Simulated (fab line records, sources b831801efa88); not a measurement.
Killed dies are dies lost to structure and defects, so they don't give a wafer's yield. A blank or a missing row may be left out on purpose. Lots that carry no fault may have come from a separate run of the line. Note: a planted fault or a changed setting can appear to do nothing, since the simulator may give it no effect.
A lot that was struck, set against a sound lot    flow gf180mcu    15 steps out of a route of 602
Sound: these wafers, L431.2, L431.3, L431.6. Wafers struck: L433.1, L433.2, L433.4. The cause is named last.
Each step with rows lists, per side, the tool, then ch with its chambers, then its first start. Under that, the readings that differ: sound wafers    struck wafers    difference of the means    sigmas: that difference in standard deviations of wafers without a fault.
alike: words and numbers the same on both sides, and readings whose means are apart by under 2 such deviations; not compared: readings that were withheld, readings missing a value for some wafer, numbers with overlapping values and no deviation given by the record, and bounds like >300 which may hide the same value.
A row with sigmas, a row that says differs or no value, or rows on one side alone: a step with any of these is where the two part. Non-overlapping numbers with no deviation appear without sigmas and do not part them. A reading that every wafer of one side lacks parts them only if that side has two wafers or more.

GF_MIM_SPUTTER_03: material Ti, target thk 10 nm, time 6.7 s.
  sound: pvd_sputter-04 at day 28 20:20; struck: pvd_sputter-03 at day 29 04:11
  alike: chamber_pressure_pa, substrate_temp_c, throttle_valve_pct
GF_MIM_SPUTTER_04: material TiN, target thk 50 nm, time 41.7 s.
  sound: pvd_sputter-04 at day 28 20:22; struck: pvd_sputter-03 at day 29 04:12
  alike: chamber_pressure_pa, throttle_valve_pct
GF_MIM_CVD_05: deposits Si3N4, target thk 42 nm, time 29.086 s.
  sound on pecvd-02 ch 0,2, day 28 20:24; struck on pecvd-02 ch 1,2, day 29 04:14
  alike: heater_power_w, susceptor_temp_C
  not compared: since_wet_clean_h
GF_MIM_THK_MEAS_06:
  sound: film_metro-02 at day 28 20:27; struck: film_metro-03 at day 29 04:16
  alike: MIM_CVD_05_THK
GF_MIM_SPUTTER_07: material TiN, target thk 60 nm, time 50 s.
  sound: pvd_sputter-01 at day 28 20:30; struck: pvd_sputter-01 at day 29 04:20
  alike: chamber_pressure_pa, throttle_valve_pct
GF_MIM_SPUTTER_08: material AlCu, target thk 200 nm, time 10.6 s.
  sound: pvd_sputter-01 at day 28 20:32; struck: pvd_sputter-01 at day 29 04:22
  alike: chamber_pressure_pa, throttle_valve_pct
then, 1 step without rows for these wafers: GF_MIM_SPUTTER_09 (material TiN, target thk 35 nm, time 29.2 s).
GF_MIM_RS_MEAS_10: measures by four-point-probe.
  sound: film_metro-02 at day 28 20:37; struck: film_metro-01 at day 29 04:26
  alike: MIM_ALCU_RS
GF_MIM_THK_MEAS_11: measures by xrf.
  sound: film_metro-02 at day 28 20:44; struck: film_metro-01 at day 29 04:33
reading            sound              struck             difference  sigmas
MIM_ALCU_THK (nm)  203.2 202.5 200.8  196.2 197.7 196.1  -5.5        -3
then, 3 steps without rows for these wafers: GF_MIM_DEHYDRATE_12 (time 60 s); GF_MIM_HMDS_13 (prime time 60 s); GF_MIM_COAT_14 (resist thk 1000 nm).
GF_MIM_SOFTBAKE_15: time 60 s.
  sound on litho_track-01 ch 0, day 29 05:27; struck on litho_track-01 ch 0, day 29 13:52
reading                   sound              struck             difference  sigmas
heater_power_total_W (W)  56.56 56.56 56.63  56.02 56.03 56.04  -0.55       -13
plate_temp_C (C)          89.99 90.11 90.04  89.47 89.57 89.56  -0.51       -4
then, 2 steps without rows for these wafers: GF_MIM_EXPOSE_16 (exposes mask FuseTop, target cd 2000 nm); GF_PASSIVATION_PROBE_99.

## WHERE THEY PART
Last at GF_MIM_SOFTBAKE_15 as far as this record goes, first at GF_MIM_THK_MEAS_11.

WHY: what the simulator had put in
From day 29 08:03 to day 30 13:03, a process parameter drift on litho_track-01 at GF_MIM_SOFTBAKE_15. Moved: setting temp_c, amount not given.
